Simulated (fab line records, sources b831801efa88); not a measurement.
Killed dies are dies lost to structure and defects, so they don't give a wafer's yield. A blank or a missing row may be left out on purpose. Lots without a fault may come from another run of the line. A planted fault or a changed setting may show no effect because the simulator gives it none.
fab line records | flow sky130
record lots=24 wafers=72 last_day=50
route steps=708 shown SD_N@354 METAL2@502 VIA2@529 CAPM@537 METAL3@567 PAD_OPEN@702
lots that met no fault: from a run of the same line without faults
start_h: hours from the record's first day to the start of the lot's first wafer shown | wait_h: hours since the lot's step before | " the same as in the row above | L1.1+2: a row that stands for several wafers | - no value, or no start given | * or withheld: withheld | < > ~ a bound
route shown NAME@n: a module of which the file shows steps, and the number in the route of the first | usual: mean/standard deviation of fault-free wafers | same: alike in all rows | chamber/n: place in a boat | sites: the reading at each site | _std_site: their standard deviation | _edge_site: outer sites' mean less inner sites' | radius_mm: how far each site lies from the wafer's centre | mask NAME#n: copy n | behind: the tool/chamber that last shaped the wafer | hold: why the lot was held/for how many hours/how that ended | device: the transistor (n, p or np) that didn't switch | end of line: the same wafers' tests at the end of the route | a step without rows: its recipe alone | killed: dies lost to structure and defects at the first sort, not the wafer's yield | map: a wafer's dies, x killed, . not, _ none there
set.NAME: the setting as run; set.NAME@STEP: as run at that earlier step | model.NAME: the simulator's own value behind a step, which no gauge read
steps of the route over a sample of lots; a table a step, a row a wafer
services: from which hour (start_h, from the record's first day; less than 0 if before it) a tool's chamber was out of use, for how many hours, and why
## steps
# step SKY_SD_N_TW_MEAS_12
# usual SD_N_TW=3964/21
# columns lot.wafer tool chamber start_h wait_h SD_N_TW
L074.2 film_metro-04 - 644.38 0.1 3962
L074.3 " - " " 3975
L074.6 " - " " 3951
L075.1 film_metro-04 - 647.02 0.1 3966
L075.3 " - " " 3951
L075.4 " - " " 3968
L076.1 film_metro-03 - 649.74 0.1 3997
L076.2 " - " " 3998
L076.5 " - " " 3999
L077.3 film_metro-03 - 673.19 0.1 3975
L077.4 " - " " 3980
L077.5 " - " " 3978
L079.1 film_metro-03 - 688.07 0.1 3975
L079.2 " - " " 3973
L079.5 " - " " 3993
L078.1 film_metro-01 - 690.47 0.1 3939
L078.2 " - " " 3946
L078.5 " - " " 3923
L084.3 film_metro-04 - 753.04 0.1 3942
L084.4 " - " " 3926
L084.6 " - " " 3944
L082.1 film_metro-03 - 753.07 0.1 3974
L082.2 " - " " 3961
L082.5 " - " " 3955
L080.1 film_metro-01 - 755.04 0.1 3966
L080.4 " - " " 3968
L080.6 " - " " 3943
L081.1 film_metro-04 - 756.27 0.1 3968
L081.2 " - " " 3956
L081.4 " - " " 3927
L085.3 film_metro-04 - 756.69 0.1 3966
L085.5 " - " " 3942
L085.6 " - " " 3951
L087.2 film_metro-01 - 757.58 0.1 3946
L087.5 " - " " 3969
L087.6 " - " " 3953
L086.1 film_metro-03 - 757.74 0.1 3964
L086.2 " - " " 3983
L086.3 " - " " 3973
L088.1 film_metro-03 - 758.04 0.1 3945
L088.2 " - " " 3959
L088.4 " - " " 3967
L083.1 film_metro-04 - 760.31 0.1 3981
L083.3 " - " " 3963
L083.5 " - " " 3966
L089.1 film_metro-03 - 760.99 0.1 3992
L089.2 " - " " 3986
L089.4 " - " " 3984
L090.2 film_metro-01 - 774.43 0.1 3976
L090.4 " - " " 3955
L090.6 " - " " 3967
L091.1 film_metro-04 - 775.32 0.1 3971
L091.3 " - " " 3987
L091.5 " - " " 3990
L092.2 film_metro-01 - 779.50 0.1 3973
L092.4 " - " " 3954
L092.5 " - " " 3949
L093.1 film_metro-04 - 794.17 0.1 3964
L093.2 " - " " 3983
L093.3 " - " " 3973
L094.2 film_metro-03 - 795.38 0.1 3981
L094.4 " - " " 3985
L094.5 " - " " 3973
L095.1 film_metro-01 - 801.92 0.1 3981
L095.3 " - " " 3970
L095.5 " - " " 4001
L096.1 film_metro-03 - 839.07 0.1 3972
L096.3 " - " " 3977
L096.5 " - " " 3977
L097.1 film_metro-01 - 839.97 0.1 3966
L097.3 " - " " 3911
L097.4 " - " " 3919
# step SKY_METAL2_METAL_ETCH_19
# recipe target_depth_a=3600 stop_on=SiO2 over_etch_frac=0.3 time_s=78 chemistry=Cl2/BCl3 resist_sidewall_deg=88 pressure_mtorr=10 icp_w=900 bias_w=48.5 Cl2_flow_sccm=60 bcl3_flow_sccm=30
# usual bcl3_flow_sccm=30.01/0.086 drypump_motor_current_A=5.9/0.74 oes_product_au=0.856/0.0084 throttle_valve_pct=22.264/0.0098
# same time_s=78
# columns lot.wafer tool chamber start_h wait_h bcl3_flow_sccm drypump_motor_current_A oes_product_au rf_hours_counter_h throttle_valve_pct
L074.2 rie_metal-01 1 816.91 0.0 29.89 4.7 0.849 7 22.264
L074.3 " 1 " " 30.00 4.8 0.844 - 22.266
L074.6 " 0 " " 30.03 6.8 0.864 - 22.252
L075.1 rie_metal-03 1 819.29 0.0 30.13 6.0 0.851 0 22.257
L075.3 " 0 " " 30.07 6.0 0.864 - 22.277
L075.4 " 1 " " 30.12 6.0 0.869 - 22.261
L076.1 rie_metal-02 0 821.94 0.0 29.89 5.5 0.853 11 22.262
L076.2 " 1 " " 30.02 6.5 0.854 12 22.259
L076.5 " 1 " " 29.95 6.5 0.855 - 22.274
L077.3 rie_metal-03 1 843.05 0.1 29.97 6.1 0.853 - 22.258
L077.4 " 0 " " 30.08 6.0 0.868 - 22.265
L077.5 " 0 " " 30.02 6.0 0.863 - 22.273
L079.1 rie_metal-01 1 858.39 0.0 29.96 4.8 0.843 8 22.258
L079.2 " 0 " " 29.97 6.8 0.843 3 22.250
L079.5 " 0 " " 30.03 6.8 0.845 - 22.258
L078.1 rie_metal-01 0 859.76 0.0 30.06 6.8 0.861 4 22.265
L078.2 " 1 " " 30.03 4.7 0.855 8 22.265
L078.5 " 1 " " 29.94 4.8 0.850 - 22.260
L082.1 rie_metal-03 0 919.21 0.0 29.95 6.0 0.862 17 22.248
L082.2 " 1 " " 29.95 6.0 0.850 6 22.281
L082.5 " 1 " " 29.81 6.0 0.849 - 22.261
L080.1 rie_metal-01 1 919.56 0.0 30.10 4.8 0.862 12 22.281
L080.4 " 1 " " 29.94 4.8 0.857 - 22.260
L080.6 " 1 " " 29.96 4.8 0.857 - 22.277
L084.3 rie_metal-03 1 921.14 0.1 30.14 6.0 0.869 - 22.261
L084.4 " 0 " " 30.13 6.0 0.849 - 22.243
L084.6 " 0 " " 29.97 6.0 0.837 - 22.268
L081.1 rie_metal-01 1 922.76 0.0 29.93 4.7 0.852 12 22.264
L081.2 " 0 " " 29.90 6.8 0.862 7 22.264
L081.4 " 0 " " 30.01 6.8 0.860 - 22.269
L085.3 rie_metal-03 0 923.14 0.1 30.09 6.0 0.863 - 22.263
L085.5 " 1 " " 29.92 6.0 0.851 - 22.274
L085.6 " 0 " " 30.05 6.0 0.854 - 22.260
L087.2 rie_metal-02 0 924.11 0.0 30.06 5.5 0.848 15 22.255
L087.5 " 0 " " 30.17 5.5 0.861 - 22.269
L087.6 " 1 " " 30.04 6.5 0.855 - 22.271
L083.1 rie_metal-01 1 924.24 0.0 30.05 4.8 0.859 12 22.270
L083.3 " 0 " " 30.04 6.8 0.866 - 22.257
L083.5 " 0 " " 29.90 6.8 0.858 - 22.267
L086.1 rie_metal-01 1 924.76 0.0 30.04 4.8 0.862 12 22.267
L086.2 " 0 " " 29.95 6.8 0.857 7 22.279
L086.3 " 1 " " 30.10 4.8 0.848 - 22.267
L088.1 rie_metal-03 0 925.21 0.0 29.92 6.0 0.837 18 22.268
L088.2 " 1 " " 29.96 6.1 0.840 7 22.253
L088.4 " 0 " " 29.99 6.0 0.850 - 22.267
L089.1 rie_metal-02 0 925.56 0.0 29.96 5.5 0.850 15 22.267
L089.2 " 1 " " 29.98 6.5 0.842 16 22.264
L089.4 " 0 " " 30.01 5.5 0.866 - 22.260
L090.2 rie_metal-01 0 939.66 0.0 29.94 6.8 0.861 7 22.280
L090.4 " 0 " " 29.89 6.8 0.843 - 22.269
L090.6 " 1 " " 30.00 4.8 0.863 - 22.261
L091.1 rie_metal-02 0 940.77 0.1 30.04 5.5 0.845 16 22.271
L091.3 " 0 " " 30.13 5.5 0.852 - 22.266
L091.5 " 0 " " 30.05 5.5 0.848 - 22.248
L092.2 rie_metal-01 0 943.79 0.0 29.81 6.8 0.859 8 22.259
L092.4 " 0 " " 30.03 6.8 0.864 - 22.269
L092.5 " 0 " " 29.93 6.8 0.857 - 22.270
L093.1 rie_metal-02 0 956.15 0.1 30.01 5.5 0.865 17 22.274
L093.2 " 1 " " 30.05 6.5 0.853 17 22.262
L093.3 " 0 " " 29.96 5.5 0.860 - 22.261
L094.2 rie_metal-01 0 957.99 0.0 29.89 6.8 0.865 8 22.262
L094.4 " 1 " " 29.90 4.8 0.870 - 22.253
L094.5 " 1 " " 29.87 4.8 0.863 - 22.269
L095.1 rie_metal-02 0 961.89 0.1 29.96 5.5 0.859 17 22.260
L095.3 " 1 " " 30.15 6.5 0.859 - 22.273
L095.5 " 1 " " 29.94 6.5 0.855 - 22.253
L096.1 rie_metal-01 0 998.06 0.0 29.96 6.7 0.848 11 22.256
L096.3 " 1 " " 29.84 4.8 0.868 - 22.255
L096.5 " 0 " " 29.98 6.8 0.864 - 22.264
L097.1 rie_metal-03 1 998.41 0.0 30.07 6.0 0.867 11 22.258
L097.3 " 1 " " 30.11 6.0 0.847 - 22.282
L097.4 " 0 " " 29.92 6.0 0.869 - 22.262
# step SKY_VIA2_RS_MEAS_22
# recipe thk_meas_gauge=four-point-probe reads=W_of_VIA2_CVD_21+TiN_of_VIA2_SPUTTER_20
# usual VIA2_W_RS=0.274/0.0044
# columns lot.wafer tool chamber start_h wait_h VIA2_W_RS[ohm/sq]
L074.2 film_metro-02 - 845.14 0.1 0.272
L074.3 " - " " 0.277
L074.6 " - " " 0.279
L075.1 film_metro-01 - 847.26 0.1 0.267
L075.3 " - " " 0.276
L075.4 " - " " 0.270
L076.1 film_metro-01 - 849.61 0.1 0.268
L076.2 " - " " 0.281
L076.5 " - " " 0.269
L077.3 film_metro-02 - 871.51 0.1 0.278
L077.4 " - " " 0.268
L077.5 " - " " 0.278
L079.1 film_metro-02 - 886.67 0.1 0.277
L079.2 " - " " 0.273
L079.5 " - " " 0.271
L078.1 film_metro-03 - 888.85 0.1 0.282
L078.2 " - " " 0.273
L078.5 " - " " 0.272
L082.1 film_metro-02 - 946.86 0.1 0.279
L082.2 " - " " 0.272
L082.5 " - " " 0.276
L080.1 film_metro-01 - 947.37 0.1 0.271
L080.4 " - " " 0.276
L080.6 " - " " 0.264
L084.3 film_metro-02 - 948.39 0.1 0.273
L084.4 " - " " 0.269
L084.6 " - " " 0.269
L081.1 film_metro-02 - 949.92 0.1 0.270
L081.2 " - " " 0.276
L081.4 " - " " 0.270
L085.3 film_metro-03 - 950.75 0.1 0.278
L085.5 " - " " 0.277
L085.6 " - " " 0.270
L083.1 film_metro-01 - 951.36 0.1 0.277
L083.3 " - " " 0.272
L083.5 " - " " 0.277
L087.2 film_metro-02 - 951.53 0.1 0.274
L087.5 " - " " 0.278
L087.6 " - " " 0.271
L086.1 film_metro-01 - 951.71 0.1 0.275
L086.2 " - " " 0.281
L086.3 " - " " 0.279
L088.1 film_metro-02 - 952.50 0.1 0.273
L088.2 " - " " 0.280
L088.4 " - " " 0.281
L089.1 film_metro-02 - 953.07 0.1 0.272
L089.2 " - " " 0.279
L089.4 " - " " 0.275
L090.2 film_metro-01 - 965.64 0.1 0.276
L090.4 " - " " 0.270
L090.6 " - " " 0.279
L091.1 film_metro-03 - 967.00 0.1 0.272
L091.3 " - " " 0.280
L091.5 " - " " 0.275
L092.2 film_metro-02 - 970.61 0.1 0.279
L092.4 " - " " 0.276
L092.5 " - " " 0.271
L093.1 film_metro-03 - 981.61 0.1 0.278
L093.2 " - " " 0.269
L093.3 " - " " 0.273
L094.2 film_metro-01 - 983.64 0.1 0.273
L094.4 " - " " 0.278
L094.5 " - " " 0.277
L095.1 film_metro-03 - 988.06 0.1 0.273
L095.3 " - " " 0.274
L095.5 " - " " 0.267
L096.1 film_metro-03 - 1023.95 0.2 0.271
L096.3 " - " " 0.281
L096.5 " - " " 0.277
L097.1 film_metro-01 - 1023.96 0.2 0.274
L097.3 " - " " 0.278
L097.4 " - " " 0.276
# step SKY_CAPM_CVD_00
# recipe material=SiO2 target_thk_nm=15.5 temp_c=400 time_s=withheld rf_w=450
# usual heater_power_w=758/94
# columns lot.wafer tool chamber start_h wait_h heater_power_w
L074.2 pecvd-02 2 845.75 0.0 648
L074.3 " 1 " " 954
L074.6 " 0 " " 734
L075.1 pecvd-01 0 847.90 0.0 848
L075.3 " 1 " " 766
L075.4 " 1 " " 769
L076.1 pecvd-03 0 850.24 0.0 748
L076.2 " 1 " " 621
L076.5 " 0 " " 752
L077.3 pecvd-01 1 872.11 0.0 804
L077.4 " 0 " " 739
L077.5 " 2 " " 720
L079.1 pecvd-02 1 887.30 0.0 887
L079.2 " 2 " " 721
L079.5 " 0 " " 740
L078.1 pecvd-03 0 889.49 0.0 640
L078.2 " 1 " " 629
L078.5 " 1 " " 623
L082.1 pecvd-03 2 947.49 0.0 927
L082.2 " 0 " " 746
L082.5 " 0 " " 783
L080.1 pecvd-02 1 948.00 0.0 914
L080.4 " 1 " " 914
L080.6 " 0 " " 813
L084.3 pecvd-01 2 948.98 0.0 606
L084.4 " 1 " " 793
L084.6 " 0 " " 804
L081.1 pecvd-03 1 950.55 0.0 652
L081.2 " 2 " " 826
L081.4 " 1 " " 639
L085.3 pecvd-01 1 951.52 0.0 787
L085.5 " 0 " " 823
L085.6 " 1 " " 781
L083.1 pecvd-03 2 952.42 0.0 793
L083.3 " 0 " " 702
L083.5 " 2 " " 811
L087.2 pecvd-02 0 953.02 0.0 739
L087.5 " 0 " " 744
L087.6 " 1 " " 816
L086.1 pecvd-01 2 953.32 0.0 693
L086.2 " 1 " " 791
L086.3 " 0 " " 809
L088.1 pecvd-03 0 953.92 0.0 765
L088.2 " 2 " " 861
L088.4 " 2 " " 859
L089.1 pecvd-02 1 954.22 0.0 914
L089.2 " 2 " " 699
L089.4 " 0 " " 870
L090.2 pecvd-03 2 966.25 0.0 813
L090.4 " 0 " " 693
L090.6 " 1 " " 611
L091.1 pecvd-02 0 967.64 0.0 790
L091.3 " 2 " " 690
L091.5 " 0 " " 781
L092.2 pecvd-03 1 971.22 0.0 624
L092.4 " 0 " " 754
L092.5 " 2 " " 909
L093.1 pecvd-02 1 982.36 0.0 910
L093.2 " 2 " " 639
L093.3 " 0 " " 776
L094.2 pecvd-01 0 984.25 0.0 853
L094.4 " 0 " " 848
L094.5 " 1 " " 691
L095.1 pecvd-03 2 988.70 0.0 843
L095.3 " 0 " " 720
L095.5 " 2 " " 853
L096.1 pecvd-03 0 1024.60 0.0 750
L096.3 " 1 " " 639
L096.5 " 0 " " 741
L097.1 pecvd-01 0 1024.66 0.0 823
L097.3 " 2 " " 664
L097.4 " 2 " " 666
# step SKY_METAL3_ETCH_17
# recipe target=SiO2 stop_on=TiN chemistry=C4F8/O2/Ar source_w=1500 bias_w=1200 pressure_mtorr=40 c4f8_flow_sccm=withheld O2_flow_sccm=6 Ar_flow_sccm=300 time_s=3.9 target_depth_a=150
# usual oes_product_au=0.757/0.008
# same time_s=3.9
# columns lot.wafer tool chamber start_h wait_h oes_product_au
L074.2 rie_diel-02 0 898.55 0.1 0.750
L074.3 " 2 " " 0.759
L074.6 " 0 " " 0.759
L075.1 rie_diel-02 3 900.96 0.1 0.759
L075.3 " 1 " " 0.754
L075.4 " 2 " " 0.766
L076.1 rie_diel-02 2 902.25 0.1 0.759
L076.2 " 3 " " 0.757
L076.5 " 3 " " 0.759
L077.3 rie_diel-02 1 924.55 0.0 0.753
L077.4 " 0 " " 0.761
L077.5 " 2 " " 0.752
L079.1 rie_diel-03 1 938.75 0.1 0.760
L079.2 " 3 " " 0.743
L079.5 " 0 " " 0.747
L078.1 rie_diel-02 1 941.47 0.1 0.748
L078.2 " 3 " " 0.755
L078.5 " 3 " " 0.769
L082.1 rie_diel-01 1 994.04 0.1 0.757
L082.2 " 2 " " 0.749
L082.5 " 3 " " 0.765
L080.1 rie_diel-03 3 995.19 0.1 0.752
L080.4 " 1 " " 0.759
L080.6 " 0 " " 0.763
L084.3 rie_diel-01 0 996.67 0.0 0.755
L084.4 " 1 " " 0.769
L084.6 " 3 " " 0.757
L081.1 rie_diel-01 1 998.22 0.1 0.746
L081.2 " 2 " " 0.747
L081.4 " 3 " " 0.753
L085.3 rie_diel-02 0 999.29 0.0 0.765
L085.5 " 2 " " 0.769
L085.6 " 3 " " 0.760
L083.1 rie_diel-03 1 999.94 0.1 0.758
L083.3 " 2 " " 0.743
L083.5 " 3 " " 0.763
L087.2 rie_diel-03 0 1000.64 0.1 0.740
L087.5 " 3 " " 0.758
L087.6 " 2 " " 0.765
L086.1 rie_diel-02 3 1000.97 0.1 0.749
L086.2 " 0 " " 0.759
L086.3 " 2 " " 0.765
L088.1 rie_diel-01 3 1000.99 0.1 0.761
L088.2 " 0 " " 0.760
L088.4 " 1 " " 0.772
L089.1 rie_diel-03 0 1001.92 0.1 0.762
L089.2 " 2 " " 0.738
L089.4 " 3 " " 0.760
L090.2 rie_diel-03 3 1014.99 0.1 0.766
L090.4 " 1 " " 0.751
L090.6 " 0 " " 0.764
L091.1 rie_diel-01 2 1015.65 0.1 0.749
L091.3 " 0 " " 0.736
L091.5 " 0 " " 0.757
L092.2 rie_diel-02 3 1018.17 0.1 0.760
L092.4 " 2 " " 0.756
L092.5 " 3 " " 0.767
L093.1 rie_diel-01 2 1029.97 0.1 0.764
L093.2 " 0 " " 0.757
L093.3 " 3 " " 0.755
L094.2 rie_diel-03 2 1031.19 0.1 0.763
L094.4 " 1 " " 0.758
L094.5 " 1 " " 0.759
L095.1 rie_diel-01 1 1036.00 0.1 0.766
L095.3 " 2 " " 0.753
L095.5 " 3 " " 0.761
L096.1 rie_diel-03 1 1069.02 0.2 0.746
L096.3 " 3 " " 0.744
L096.5 " 0 " " 0.761
L097.1 rie_diel-02 1 1069.24 0.1 0.760
L097.3 " 3 " " 0.757
L097.4 " 0 " " 0.751
# step SKY_PAD_OPEN_STRIP_08
# recipe chemistry=O2/N2 power_w=1400 pressure_mtorr=1500 platen_temp_c=withheld overash_fraction=0.7 o2_flow_sccm=3000 n2_flow_sccm=300
# usual drypump_motor_current_A=5.30/0.24 oes_product_au=0.663/0.0046 strip_time_to_endpoint_s=37.05/0.11
# columns lot.wafer tool chamber start_h wait_h drypump_motor_current_A oes_product_au rf_hours_counter_h strip_time_to_endpoint_s
L074.2 plasma_asher-01 1 1070.37 0.1 4.97 0.665 93 36.95
L074.3 " 1 " " 4.98 0.670 - 37.06
L074.6 " 0 " " 5.53 0.661 - 37.00
L075.1 plasma_asher-01 1 1074.52 0.1 4.93 0.666 94 37.05
L075.3 " 1 " " 4.96 0.671 - 36.98
L075.4 " 0 " " 5.54 0.655 - 37.06
L076.1 plasma_asher-03 1 1074.87 0.1 5.27 0.660 33 37.08
L076.2 " 0 " " 5.55 0.664 33 37.06
L076.5 " 1 " " 5.27 0.657 - 37.02
L077.3 plasma_asher-01 1 1092.91 0.1 4.97 0.663 - 37.04
L077.4 " 0 " " 5.51 0.664 - 37.01
L077.5 " 0 " " 5.48 0.658 - 37.01
L079.1 plasma_asher-03 1 1102.10 0.1 5.26 0.662 34 36.98
L079.2 " 0 " " 5.53 0.655 34 36.90
L079.5 " 1 " " 5.24 0.659 - 37.05
L078.1 plasma_asher-01 1 1105.22 0.1 4.94 0.670 97 37.12
L078.2 " 0 " " 5.59 0.663 97 37.12
L078.5 " 1 " " 4.97 0.663 - 37.00
L082.1 plasma_asher-01 0 1148.27 0.1 5.46 0.660 101 36.85
L082.2 " 1 " " 5.00 0.671 101 36.87
L082.5 " 0 " " 5.45 0.667 - 36.89
L080.1 plasma_asher-03 0 1150.37 0.1 5.48 0.662 38 37.17
L080.4 " 0 " " 5.49 0.669 - 37.26
L080.6 " 0 " " 5.49 0.658 - 37.23
L084.3 plasma_asher-02 1 1150.75 0.1 4.95 0.659 - 37.04
L084.4 " 0 " " 5.50 0.668 - 37.09
L084.6 " 0 " " 5.52 0.665 - 37.08
L081.1 plasma_asher-03 1 1152.85 0.1 5.26 0.666 39 37.10
L081.2 " 0 " " 5.55 0.667 39 36.98
L081.4 " 1 " " 5.25 0.667 - 37.01
L085.3 plasma_asher-03 0 1154.26 0.1 5.56 0.663 - 36.94
L085.5 " 0 " " 5.51 0.668 - 36.91
L085.6 " 1 " " 5.25 0.668 - 37.02
L083.1 plasma_asher-03 0 1155.37 0.1 5.53 0.654 39 37.22
L083.3 " 1 " " 5.26 0.669 - 37.06
L083.5 " 0 " " 5.54 0.661 - 37.06
L087.2 plasma_asher-02 0 1155.90 0.1 5.50 0.661 76 37.27
L087.5 " 0 " " 5.51 0.661 - 37.12
L087.6 " 1 " " 4.94 0.663 - 37.18
L086.1 plasma_asher-01 1 1156.52 0.1 4.97 0.664 102 37.15
L086.2 " 0 " " 5.53 0.662 102 37.12
L086.3 " 0 " " 5.47 0.671 - 37.15
L088.1 plasma_asher-02 0 1157.05 0.1 5.51 0.658 76 36.85
L088.2 " 1 " " 4.92 0.664 76 36.80
L088.4 " 1 " " 4.92 0.664 - 36.88
L089.1 plasma_asher-03 1 1157.70 0.1 5.26 0.671 39 37.18
L089.2 " 0 " " 5.57 0.667 39 37.11
L089.4 " 0 " " 5.55 0.657 - 37.19
L090.2 plasma_asher-03 0 1166.17 0.1 5.54 0.660 40 37.17
L090.4 " 1 " " 5.26 0.662 - 37.10
L090.6 " 0 " " 5.54 0.667 - 37.14
L091.1 plasma_asher-01 0 1166.52 0.1 5.50 0.668 103 37.11
L091.3 " 0 " " 5.53 0.666 - 37.05
L091.5 " 1 " " 4.96 0.669 - 36.98
L092.2 plasma_asher-03 0 1167.67 0.1 5.52 0.661 40 37.17
L092.4 " 0 " " 5.53 0.665 - 36.97
L092.5 " 1 " " 5.28 0.656 - 37.11
L093.1 plasma_asher-01 1 1176.62 0.1 5.00 0.669 104 37.12
L093.2 " 0 " " 5.47 0.655 104 37.14
L093.3 " 0 " " 5.46 0.665 - 37.08
L094.2 plasma_asher-02 1 1178.97 0.1 4.92 0.659 78 37.04
L094.4 " 1 " " 4.94 0.652 - 36.97
L094.5 " 1 " " 4.95 0.673 - 37.03
L095.1 plasma_asher-03 1 1181.97 0.1 5.26 0.667 41 37.21
L095.3 " 0 " " 5.56 0.660 - 37.19
L095.5 " 0 " " 5.54 0.657 - 37.22
L096.1 plasma_asher-01 0 1202.47 0.1 5.52 0.663 106 36.94
L096.3 " 1 " " 4.97 0.663 - 36.92
L096.5 " 0 " " 5.47 0.668 - 36.90
L097.1 plasma_asher-02 0 1203.55 0.1 5.49 0.670 81 36.94
L097.3 " 0 " " 5.49 0.663 - 36.99
L097.4 " 1 " " 4.95 0.658 - 36.93
## services
# columns tool chamber start_h hours kind
plasma_asher-03 - 833.43 8.4 repair
rie_diel-03 3 833.61 2.1 repair
rie_diel-02 2 856.45 7.7 repair
plasma_asher-01 - 865.53 14.6 pm
rie_diel-02 1 871.51 3.8 repair
rie_diel-02 0 874.75 11.2 repair
rie_diel-02 0 888.06 4.5 repair
rie_metal-01 0 889.13 12.9 repair
pecvd-03 - 891.42 1.4 repair
rie_metal-01 - 909.82 2.8 pm
pecvd-03 - 967.27 2.8 pm
rie_metal-01 - 968.94 0.5 repair
plasma_asher-03 - 973.42 1.0 repair
rie_metal-01 - 995.88 0.6 repair
rie_diel-02 - 1006.25 0.7 repair
rie_diel-02 1 1009.74 9.6 repair
rie_diel-02 - 1039.16 0.1 repair
pecvd-03 0 1040.65 11.4 repair
rie_diel-02 - 1070.42 2.8 pm
plasma_asher-03 - 1085.09 14.6 pm
rie_metal-01 1 1104.24 10.0 repair
pecvd-03 - 1144.91 5.5 pm
rie_diel-02 1 1149.57 17.8 repair
rie_metal-01 1 1174.18 11.6 repair
## key
fault none
